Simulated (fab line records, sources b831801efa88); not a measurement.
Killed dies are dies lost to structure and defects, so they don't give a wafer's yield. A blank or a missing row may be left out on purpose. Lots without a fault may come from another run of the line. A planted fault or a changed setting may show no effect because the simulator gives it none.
A struck lot beside a sound one | flow sky130 | 13 steps out of a route of 708
Sound: wafers L942.1, L942.2, L942.4. Struck: wafers L944.1, L944.3, L944.4. The cause comes at the end.
At each step with rows: each side's tool, then ch and its chambers, then its first start. Under that, the readings that differ: sound wafers | struck wafers | difference of the means | sigmas: that difference in standard deviations of wafers without a fault.
alike: readings whose means differ by less than 2 such deviations, and words and numbers that are the same on both sides. not compared: withheld readings, readings that some wafer has no value for, bounds like >300 that may hide the same value, and numbers for which the record gives no deviation and whose values overlap.
The two part at a step that has a row with sigmas, a row that says differs or no value, or rows on one side only. Numbers that don't overlap but have no deviation are shown without sigmas and don't part them. A reading that every wafer of one side lacks parts them only if that side has two wafers or more.

first, 5 steps without rows for these wafers: SKY_SONOS_ONO_COAT_08 (resist thk 1140 nm); SKY_SONOS_ONO_SOFTBAKE_09 (time 60 s); SKY_SONOS_ONO_EXPOSE_10 (exposes mask ONOM, target cd 410 nm); SKY_SONOS_ONO_PEB_11; SKY_SONOS_ONO_DEVELOP_12 (develop time 60 s).
SKY_SONOS_ONO_CD_MEAS_13: target cd 410 nm.
  sound on cd_sem-02, day 14 15:17; struck on cd_sem-01, day 15 14:22
  alike: cd_nm
SKY_SONOS_ONO_OVL_MEAS_14:
  sound on overlay-02, day 14 15:24; struck on overlay-01, day 15 14:29
  alike: SONOS_ONO_OVL
SKY_SONOS_ONO_ETCH_15: etches the open film in CHF3/O2, target depth 19.52 nm, time 7.8 s.
  sound on rie_diel-04 ch 1,2,3, day 14 15:26; struck on rie_diel-02 ch 0,2,3, day 15 14:31
  alike: drypump_motor_current_A, oes_product_au, throttle_valve_pct
  not compared: rf_hours_counter_h
then, 1 step without rows for these wafers: SKY_SONOS_ONO_WET_ETCH_16 (etches SiO2 in dHF, target depth 14 nm, time 280 s).
SKY_SONOS_ONO_STRIP_17: strips in O2/N2.
  sound on plasma_asher-01 ch 0,1, day 14 15:32; struck on plasma_asher-01 ch 0,1, day 15 14:38
  alike: drypump_motor_current_A, n2_flow_sccm, oes_product_au, strip_time_to_endpoint_s
  not compared: rf_hours_counter_h
then, 2 steps without rows for these wafers: SKY_SONOS_ONO_WET_ETCH_18 (etches Si3N4 in H3PO4, target depth 15 nm, time 172 s); SKY_GATE_OXIDE_CLEAN_00 (cleans in SC1/SC2, time 150 s).
SKY_GATE_OXIDE_OXIDATION_01: stabilise 600 s, purge 300 s, target thk 10.268 nm.
  sound on furnace-01 ch 0, day 14 17:32; struck on furnace-02, day 15 17:27
  no value came back on the struck wafers for ox_temp_c (C), ox_temp_c_max, spike_tc_upper_C (C); on the sound wafers ox_temp_c (C) reads 899.4 899.6 900.3

WHERE THEY PART
Only at SKY_GATE_OXIDE_OXIDATION_01, within this record.

WHY: what the simulator had put in
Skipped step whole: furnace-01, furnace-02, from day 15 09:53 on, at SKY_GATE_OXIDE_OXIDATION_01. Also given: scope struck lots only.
